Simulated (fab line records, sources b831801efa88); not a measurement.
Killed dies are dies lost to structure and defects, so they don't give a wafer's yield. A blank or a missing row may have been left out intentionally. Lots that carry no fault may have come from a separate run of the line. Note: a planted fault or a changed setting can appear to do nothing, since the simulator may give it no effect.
Matching of chambers || flow gf180mcu || GF_POLY_GATE_ETCH_13 on rieSi-01 has 4 sister chambers
The step etches poly-Si in HBr/Cl2, stops on SiO2, target depth 198.5 nm, time 69.6 s. 16 wafers are shown with their chamber, then 8 later ones without.

## WAFERS, EACH WITH ITS CHAMBER
{"wafer": "L405.4", "chamber": 1, "drypumpMotorCurrentA (A)": 5.9, "runLengthS (s)": 97.9, "oesProductAu (a.u.)": 0.991}
{"wafer": "L405.5", "chamber": 3, "drypumpMotorCurrentA (A)": 5.4, "runLengthS (s)": 97.9, "oesProductAu (a.u.)": 0.985}
{"wafer": "L405.6", "chamber": 2, "drypumpMotorCurrentA (A)": 5.1, "runLengthS (s)": 98.0, "oesProductAu (a.u.)": 0.979}
{"wafer": "L407.1", "chamber": 1, "drypumpMotorCurrentA (A)": 5.9, "runLengthS (s)": 97.9, "oesProductAu (a.u.)": 0.977}
{"wafer": "L407.4", "chamber": 3, "drypumpMotorCurrentA (A)": 5.5, "runLengthS (s)": 97.8, "oesProductAu (a.u.)": 0.971}
{"wafer": "L407.5", "chamber": 3, "drypumpMotorCurrentA (A)": 5.5, "runLengthS (s)": 98.0, "oesProductAu (a.u.)": 0.981}
{"wafer": "L415.2", "chamber": 3, "drypumpMotorCurrentA (A)": 5.4, "runLengthS (s)": 97.7, "oesProductAu (a.u.)": 0.972}
{"wafer": "L415.3", "chamber": 0, "drypumpMotorCurrentA (A)": 5.9, "runLengthS (s)": 97.2, "oesProductAu (a.u.)": 0.983}
{"wafer": "L415.4", "chamber": 1, "drypumpMotorCurrentA (A)": 5.9, "runLengthS (s)": 98.3, "oesProductAu (a.u.)": 0.984}
{"wafer": "L420.2", "chamber": 2, "drypumpMotorCurrentA (A)": 5.0, "runLengthS (s)": 97.5, "oesProductAu (a.u.)": 0.980}
{"wafer": "L420.5", "chamber": 1, "drypumpMotorCurrentA (A)": 5.9, "runLengthS (s)": 98.9, "oesProductAu (a.u.)": 0.978}
{"wafer": "L420.6", "chamber": 2, "drypumpMotorCurrentA (A)": 5.0, "runLengthS (s)": 97.5, "oesProductAu (a.u.)": 0.971}
{"wafer": "L424.1", "chamber": 3, "drypumpMotorCurrentA (A)": 5.4, "runLengthS (s)": 98.5, "oesProductAu (a.u.)": 0.981}
{"wafer": "L424.2", "chamber": 1, "drypumpMotorCurrentA (A)": 5.9, "runLengthS (s)": 98.6, "oesProductAu (a.u.)": 0.987}
{"wafer": "L424.4", "chamber": 2, "drypumpMotorCurrentA (A)": 5.0, "runLengthS (s)": 97.6, "oesProductAu (a.u.)": 0.976}
{"wafer": "L425.2", "chamber": 3, "drypumpMotorCurrentA (A)": 5.4, "runLengthS (s)": 97.9, "oesProductAu (a.u.)": 0.979}

SIGNATURES (averages over the wafers above)
{"reading": "drypumpMotorCurrentA", "chamber 0": 5.900, "chamber 1": 5.900, "chamber 2": 5.025, "chamber 3": 5.433, "scatter within a chamber": 0.0417}
{"reading": "runLengthS", "chamber 0": 97.200, "chamber 1": 98.320, "chamber 2": 97.650, "chamber 3": 97.967, "scatter within a chamber": 0.333}
{"reading": "oesProductAu", "chamber 0": 0.98300, "chamber 1": 0.98340, "chamber 2": 0.97650, "chamber 3": 0.97817, "scatter within a chamber": 0.00535}
Rule: for each reading, subtract the chamber's mean from the wafer's reading, divide by that reading's scatter and square the result; add these up over the readings and take the root, which gives the wafer's distance from the chamber. The wafer belongs to the nearest chamber; if the next one is less than 2 further off, it can't be placed. The scatter: the root of (the sum of the squares of (reading less its chamber's mean) over the shown wafers, divided by (wafers less chambers)).

## WAFERS MISSING THEIR CHAMBER
{"wafer": "L425.4", "drypumpMotorCurrentA (A)": 5.9, "runLengthS (s)": 97.6, "oesProductAu (a.u.)": 0.975}
{"wafer": "L425.6", "drypumpMotorCurrentA (A)": 5.0, "runLengthS (s)": 98.1, "oesProductAu (a.u.)": 0.975}
{"wafer": "L426.1", "drypumpMotorCurrentA (A)": 5.9, "runLengthS (s)": 98.3, "oesProductAu (a.u.)": 0.983}
{"wafer": "L426.3", "drypumpMotorCurrentA (A)": 5.5, "runLengthS (s)": 97.8, "oesProductAu (a.u.)": 0.984}
{"wafer": "L426.4", "drypumpMotorCurrentA (A)": 5.9, "runLengthS (s)": 97.3, "oesProductAu (a.u.)": 0.983}
{"wafer": "L428.2", "drypumpMotorCurrentA (A)": 5.5, "runLengthS (s)": 97.8, "oesProductAu (a.u.)": 0.993}
{"wafer": "L428.5", "drypumpMotorCurrentA (A)": 5.9, "runLengthS (s)": 97.5, "oesProductAu (a.u.)": 0.985}
{"wafer": "L428.6", "drypumpMotorCurrentA (A)": 5.9, "runLengthS (s)": 98.2, "oesProductAu (a.u.)": 0.987}

## CHAMBER TAKEN BY EACH
{"wafer": "L425.4", "from the rows above": "can't be placed: 0 or 1", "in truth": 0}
{"wafer": "L425.6", "from the rows above": 2, "in truth": 2}
{"wafer": "L426.1", "from the rows above": 1, "in truth": 1}
{"wafer": "L426.3", "from the rows above": 3, "in truth": 3}
{"wafer": "L426.4", "from the rows above": 0, "in truth": 0}
{"wafer": "L428.2", "from the rows above": 3, "in truth": 3}
{"wafer": "L428.5", "from the rows above": "can't be placed: 0 or 1", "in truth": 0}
{"wafer": "L428.6", "from the rows above": 1, "in truth": 1}
Placed correctly: 6 of 8. From these rows, 2 cannot be placed; in 2 the true chamber is one of the candidates. Placed wrongly: 0.
